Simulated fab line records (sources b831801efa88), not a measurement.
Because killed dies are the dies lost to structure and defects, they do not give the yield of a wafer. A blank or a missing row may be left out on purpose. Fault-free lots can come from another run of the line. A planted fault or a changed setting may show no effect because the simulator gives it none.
Split-lot study ; flow gf180mcu ; route with 602 steps; 5 lots, 23 wafers read

THE SPLIT ITSELF
At GF_V4_CMP_04 (polishes SiO2), the setting leave-above-ref-nm was moved away from the recipe's 632.5 nm on 4 of the 23 wafers read, by -5.4% to +1.9%. This setting was run at the recipe's value on the other wafers.

FROM THE SPLIT TO THE READING: what the file shows between them, 4 steps
- GF_V4_PEB_12: peb time 90 s (also split here: peb-temp-c)
- GF_V4_DEVELOP_13: develop time 58.91 s
- GF_V4_CD_MEAS_14: target cd 260 nm
- GF_V4_ETCH_16: etches BARC in N2/H2

THE READING
V4.feature-depth-nm (the simulator's own value, which no gauge read), in nm, at GF_V4_ETCH_17 (etches SiO2 in C4F8/O2/Ar, stops on TiN, target depth 630 nm). There is no usual value for it anywhere in the file. Average 632.0 nm, standard deviation 0.77 nm, over the 19 wafers here run with the recipe.

wafer;tool, chamber at the split;leave-above-ref-nm as run, nm;against the recipe;V4.feature-depth-nm, nm;against lot-mates on the recipe
L075.1;cmp-02, 2;632.5;recipe;633.3;-
L075.4;cmp-02, 3;632.5;recipe;632.4;-
L075.6;cmp-02, 3;632.5;recipe;632.4;-
L077.1;cmp-02, 1,2;632.5;recipe;632.3;-
L077.3;cmp-02, 1,2;632.5;recipe;632.3;-
L077.2;cmp-02, 0;632.5;recipe;631.3;-
L077.5;cmp-02, 1;632.5;recipe;632.6;-
L077.6;cmp-02, 0;632.5;recipe;632.7;-
L078.1;cmp-01, 3,0;598.6;-5.4%;598.2;-34.1
L078.4;cmp-01, 3,0;598.6;-5.4%;598.2;-34.1
L078.2;cmp-01, 1;632.5;recipe;632.8;-
L078.3;cmp-01, 2;632.5;recipe;631.8;-
L078.6;cmp-01, 2;632.5;recipe;632.2;-
L079.1;cmp-02, 2;644.8;+1.9%;644;+12.5
L079.2;cmp-02, 3;632.5;recipe;631;-
L079.3;cmp-02, 0;632.5;recipe;632;-
L079.4;cmp-02, 1;632.5;recipe;631.4;-
L079.5;cmp-02, 1;644.8;+1.9%;644.7;+13.2
L083.2;cmp-02, 2;632.5;recipe;630.4;-
L083.3;cmp-02, 0;632.5;recipe;631.9;-
L083.4;cmp-02, 1;632.5;recipe;633.4;-
L083.5;cmp-02, 0;632.5;recipe;631;-
L083.6;cmp-02, 3;632.5;recipe;631.7;-
Rows listing several chambers each stand for several wafers; the file does not say which wafer went through which chamber.

FIT RESULTS
A straight line over all 23 wafers: V4.feature-depth-nm changes by +6.32 nm for each +1% of leave-above-ref-nm; r = +1.00; the points scatter about the line by 0.74 nm.
The same after taking each lot's own level away (the mean of its wafers on the recipe; 23 wafers): +6.39 nm for each +1%; r = +1.00; scatter 0.64 nm.
The reading moves by 34 nm for the largest change in leave-above-ref-nm, on that fit.
From 631.47 to 632.70 nm: that is the span of the lots' own levels, equal to 1.6 times the standard deviation above.
The two slopes are in agreement: the lot-to-lot level therefore moves the slope only a little.
Check: with one of the wafers moved furthest among these (-5.4%) left out of the fit, the line predicts -34.3 nm for it against its lot-mates. It came out at -34.1 nm against them.

THE OTHER SPLITS THESE WAFERS WENT THROUGH
These wafers also went through other splits before the reading. Each is held against what the fit with the lots' levels taken away leaves over:
other split on the same wafers;wafers away from the commonest value;r with V4.feature-depth-nm (lot level and that fit taken away)
GF_M4_COAT_09 resist-thk-nm;8;+0.11
GF_V4_CVD_00 sih4-flow-sccm;5;-0.10
GF_V4_PEB_12 peb-temp-c;9;+0.19

THE WHOLE CHAIN: every reading that the file lists as answering this split, in the file's order
step;what it does;reading;change (the file's fit);r (the file's)
GF_V4_CMP_04;polishes SiO2;SiO2_of_V4_CVD_02.thk-nm (the simulator's own value, which no gauge read);+6.39 nm for each +1% of the setting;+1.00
GF_V4_ETCH_17;etches SiO2 in C4F8/O2/Ar, stops on TiN, target depth 630 nm;V4.feature-depth-nm (the simulator's own value, which no gauge read);+6.39 nm for each +1% of the setting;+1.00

FILE'S OWN FIT
V4.feature-depth-nm changes by +6.39 nm for each +1% of leave-above-ref-nm, r = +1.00.
